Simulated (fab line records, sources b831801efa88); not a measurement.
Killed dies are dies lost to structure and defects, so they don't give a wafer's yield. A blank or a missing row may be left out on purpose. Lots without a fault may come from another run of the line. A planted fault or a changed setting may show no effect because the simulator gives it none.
fab line records | flow gf180mcu | part 2 of 2: steps 31 to 40 of 40
record lots=5 wafers=15 last_day=34
route steps=602 shown V3@455 M4@456 V4@476
lots that met no fault: from a run of the same line without faults
start_h: hours from the record's first day to the start of the lot's first wafer shown | wait_h: hours since the lot's step before | " the same as in the row above | L1.1+2: a row that stands for several wafers | - no value, or no start given | * or withheld: withheld | < > ~ a bound
route shown NAME@n: a module of which the file shows steps, and the number in the route of the first | usual: mean/standard deviation of fault-free wafers | same: alike in all rows | chamber/n: place in a boat | sites: the reading at each site | _std_site: their standard deviation | _edge_site: outer sites' mean less inner sites' | radius_mm: how far each site lies from the wafer's centre | mask NAME#n: copy n | behind: the tool/chamber that last shaped the wafer | hold: why the lot was held/for how many hours/how that ended | device: the transistor (n, p or np) that didn't switch | end of line: the same wafers' tests at the end of the route | a step without rows: its recipe alone | killed: dies lost to structure and defects at the first sort, not the wafer's yield | map: a wafer's dies, x killed, . not, _ none there
set.NAME: the setting as run; set.NAME@STEP: as run at that earlier step | model.NAME: the simulator's own value behind a step, which no gauge read
lots at some steps of the route; a table a step, a row a wafer
services: from which hour (start_h, from the record's first day; less than 0 if before it) a tool's chamber was out of use, for how many hours, and why
## steps
# step GF_V4_COAT_09
# recipe resist=KrF spin_rpm=withheld resist_thk_nm=1000
# columns lot.wafer tool chamber start_h wait_h
L077.1+3+4 litho_track-01 0 - -
L079.2+4+6 litho_track-03 0 - -
L090.3+4+6 litho_track-01 0 - -
L096.4+5+6 litho_track-01 0 - -
L097.1+4+6 litho_track-04 0 - -
# step GF_V4_SOFTBAKE_10
# recipe temp_c=130 time_s=60 resist=KrF
# columns lot.wafer tool chamber start_h wait_h
L077.1+3+4 litho_track-01 0 - -
L079.2+4+6 litho_track-03 0 - -
L090.3+4+6 litho_track-01 0 - -
L096.4+5+6 litho_track-01 0 - -
L097.1+4+6 litho_track-04 0 - -
# step GF_V4_EXPOSE_11
# recipe mask_id=Via4 target_cd_nm=260 na=0.68 source_shape=conventional sigma_outer=0.6 dose_mj=38
# columns lot.wafer tool chamber start_h wait_h mask
L077.1+3+4 krf_scanner-01 0 - - Via4#0
L079.2+4+6 krf_scanner-02 0 - - Via4#0
L090.3+4+6 krf_scanner-01 0 - - Via4#0
L096.4+5+6 krf_scanner-02 0 - - Via4#0
L097.1+4+6 krf_scanner-02 0 - - Via4#0
# step GF_V4_PEB_12
# recipe peb_temp_c=135 peb_time_s=90 resist=KrF
# columns lot.wafer tool chamber start_h wait_h
L077.1+3+4 litho_track-04 0 - -
L079.2+4+6 litho_track-04 0 - -
L090.3+4+6 litho_track-03 0 - -
L096.4+5+6 litho_track-01 0 - -
L097.1+4+6 litho_track-04 0 - -
# step GF_V4_DEVELOP_13
# recipe develop_time_s=60 resist=KrF dev_temp_c=21
# columns lot.wafer tool chamber start_h wait_h
L077.1+3+4 litho_track-04 0 584.26 0.2
L079.2+4+6 litho_track-04 0 605.53 0.2
L090.3+4+6 litho_track-03 0 686.51 0.1
L096.4+5+6 litho_track-01 0 727.83 0.1
L097.1+4+6 litho_track-04 0 729.46 0.2
# step GF_V4_CD_MEAS_14
# recipe target_cd_nm=260
# usual cd_nm=259.8/1.1
# columns lot.wafer tool chamber start_h wait_h cd_nm
L077.1 cd_sem-02 - 584.41 0.1 259.5
L077.3 " - " " 258.7
L077.4 " - " " 259.4
L079.2 cd_sem-01 - 605.68 0.1 261.8
L079.4 " - " " 259.7
L079.6 " - " " 259.7
L090.3 cd_sem-01 - 686.69 0.2 260.6
L090.4 " - " " 259.3
L090.6 " - " " 261.1
L096.4 cd_sem-02 - 727.97 0.1 258.3
L096.5 " - " " 258.9
L096.6 " - " " 258.2
L097.1 cd_sem-01 - 729.61 0.1 260.9
L097.4 " - " " 259.8
L097.6 " - " " 260.4
# step GF_V4_OVL_MEAS_15
# usual V4_OVL=0/5.3
# columns lot.wafer tool chamber start_h wait_h V4_OVL[nm]
L077.1 overlay-02 - 584.53 0.1 1
L077.3 " - " " 0
L077.4 " - " " 8
L079.2 overlay-02 - 605.79 0.1 -4
L079.4 " - " " 4
L079.6 " - " " 0
L090.3 overlay-02 - 686.78 0.1 8
L090.4 " - " " 0
L090.6 " - " " 2
L096.4 overlay-02 - 728.05 0.1 -6
L096.5 " - " " -1
L096.6 " - " " 0
L097.1 overlay-02 - 729.73 0.1 -2
L097.4 " - " " -3
L097.6 " - " " 3
# step GF_V4_ETCH_16
# recipe chemistry=N2/H2 target_depth_a=withheld overetch_a=withheld time_s=withheld target=BARC ion_energy_ev=200 source_w=500 bias_w=100 pressure_mtorr=30 n2_flow_sccm=100 h2_flow_sccm=200
# usual chamber_pressure_mTorr=30.00/0.03 drypump_motor_current_A=5.6/0.4 oes_product_au=0.856/0.0051 throttle_valve_pct=13.224/0.0099
# columns lot.wafer tool chamber start_h wait_h chamber_pressure_mTorr drypump_motor_current_A oes_product_au throttle_valve_pct
L077.1 rie_diel-02 1 584.57 0.0 30.01 6.3 0.861 13.219
L077.3 " 3 " " 29.96 5.2 0.852 13.220
L077.4 " 2 " " 30.03 6.3 0.854 13.235
L079.2 rie_diel-01 0 605.82 0.0 30.00 5.8 0.854 13.215
L079.4 " 1 " " 29.97 5.9 0.854 13.223
L079.6 " 0 " " 29.99 5.8 0.867 13.217
L090.3 rie_diel-01 0 686.81 0.0 30.01 5.8 0.854 13.216
L090.4 " 3 " " 30.01 6.0 0.858 13.231
L090.6 " 3 " " 29.99 6.0 0.852 13.224
L096.4 rie_diel-02 0 728.06 0.0 29.98 5.5 0.859 13.226
L096.5 " 2 " " 29.99 6.3 0.856 13.233
L096.6 " 3 " " 30.00 5.2 0.859 13.218
L097.1 rie_diel-02 1 729.76 0.0 30.01 6.3 0.850 13.221
L097.4 " 2 " " 30.00 6.3 0.856 13.218
L097.6 " 2 " " 30.05 6.2 0.851 13.224
# step GF_V4_ETCH_17
# recipe chemistry=C4F8/O2/Ar mask_material=KrF target=SiO2 stop_on=TiN source_w=1500 bias_w=1200 pressure_mtorr=40 c4f8_flow_sccm=withheld O2_flow_sccm=6 Ar_flow_sccm=300 time_s=withheld target_depth_a=6300
# usual chamber_pressure_mTorr=40.00/0.034 oes_product_au=0.856/0.0045
# columns lot.wafer tool chamber start_h wait_h chamber_pressure_mTorr oes_product_au
L077.1 rie_diel-02 1 - - 39.98 0.860
L077.3 " 3 " " 40.05 0.853
L077.4 " 2 " " 40.01 0.852
L079.2 rie_diel-01 0 - - 40.01 0.862
L079.4 " 1 " " 39.98 0.854
L079.6 " 0 " " 40.01 0.853
L090.3 rie_diel-01 0 - - 40.01 0.855
L090.4 " 3 " " 40.05 0.848
L090.6 " 3 " " 40.00 0.855
L096.4 rie_diel-02 0 - - 39.99 0.856
L096.5 " 2 " " 39.98 0.864
L096.6 " 3 " " 40.02 0.850
L097.1 rie_diel-02 1 - - 40.00 0.862
L097.4 " 2 " " 39.99 0.860
L097.6 " 2 " " 39.96 0.861
# step GF_V4_STRIP_18
# recipe chemistry=O2/N2 power_w=1400 pressure_mtorr=1500 platen_temp_c=250 o2_flow_sccm=3000 n2_flow_sccm=300 overash_fraction=0.5
# usual chamber_pressure_mTorr=1499.9/1.4 drypump_motor_current_A=5.7/0.76 heater_power_w=334/22 o2_flow_sccm=2999/9.4 oes_product_au=0.592/0.0047
# columns lot.wafer tool chamber start_h wait_h chamber_pressure_mTorr drypump_motor_current_A heater_power_w o2_flow_sccm oes_product_au rf_hours_counter_h
L077.1 plasma_asher-04 0 584.69 - 1499.6 4.9 323 3003 0.600 15
L077.3 " 1 " " 1498.4 6.7 327 3009 0.581 -
L077.4 " 0 " " 1500.5 4.9 323 3004 0.601 -
L079.2 plasma_asher-03 1 605.94 - 1500.8 5.7 320 2988 0.591 105
L079.4 " 1 " " 1499.2 5.7 324 2995 0.592 -
L079.6 " 0 " " 1499.8 5.3 349 2993 0.595 -
L090.3 plasma_asher-04 1 686.97 - 1498.8 6.7 328 2988 0.592 -
L090.4 " 0 " " 1500.2 4.9 317 3000 0.591 -
L090.6 " 0 " " 1497.8 4.9 323 2991 0.589 -
L096.4 plasma_asher-01 1 728.23 - 1499.3 5.0 309 2978 0.592 -
L096.5 " 1 " " 1499.8 5.0 312 2989 0.586 -
L096.6 " 0 " " 1499.3 6.7 370 3009 0.593 -
L097.1 plasma_asher-04 1 729.89 - 1499.5 6.7 337 2985 0.600 30
L097.4 " 0 " " 1500.2 4.9 332 3006 0.590 -
L097.6 " 0 " " 1498.5 4.9 325 3011 0.586 -
## services
# columns tool chamber start_h hours kind
krf_scanner-02 - 515.44 1.6 repair
krf_scanner-02 - 523.86 0.8 pm
rie_diel-02 0 525.24 2.9 repair
krf_scanner-02 - 529.17 1.3 pm
plasma_asher-04 - 537.46 15.6 pm
krf_scanner-02 - 538.20 3.1 repair
krf_scanner-02 - 557.63 1.0 pm
cmp-02 - 572.04 4.0 pm
krf_scanner-01 - 572.65 1.0 pm
plasma_asher-04 - 579.14 2.8 pm
cmp-02 - 579.70 4.5 pm
krf_scanner-01 - 579.92 1.3 pm
cmp-02 - 601.50 0.3 repair
krf_scanner-02 - 607.10 4.0 repair
pvd_sputter-01 - 608.73 1.3 repair
krf_scanner-01 - 611.73 7.2 pm
pvd_sputter-01 - 621.96 0.6 repair
krf_scanner-01 - 643.85 0.8 pm
cmp-02 - 644.95 5.6 repair
krf_scanner-01 - 645.35 1.5 repair
pvd_sputter-01 - 652.32 0.7 repair
cmp-02 - 681.65 0.4 repair
pvd_sputter-03 - 711.44 0.9 repair
cmp-02 - 712.00 3.0 repair
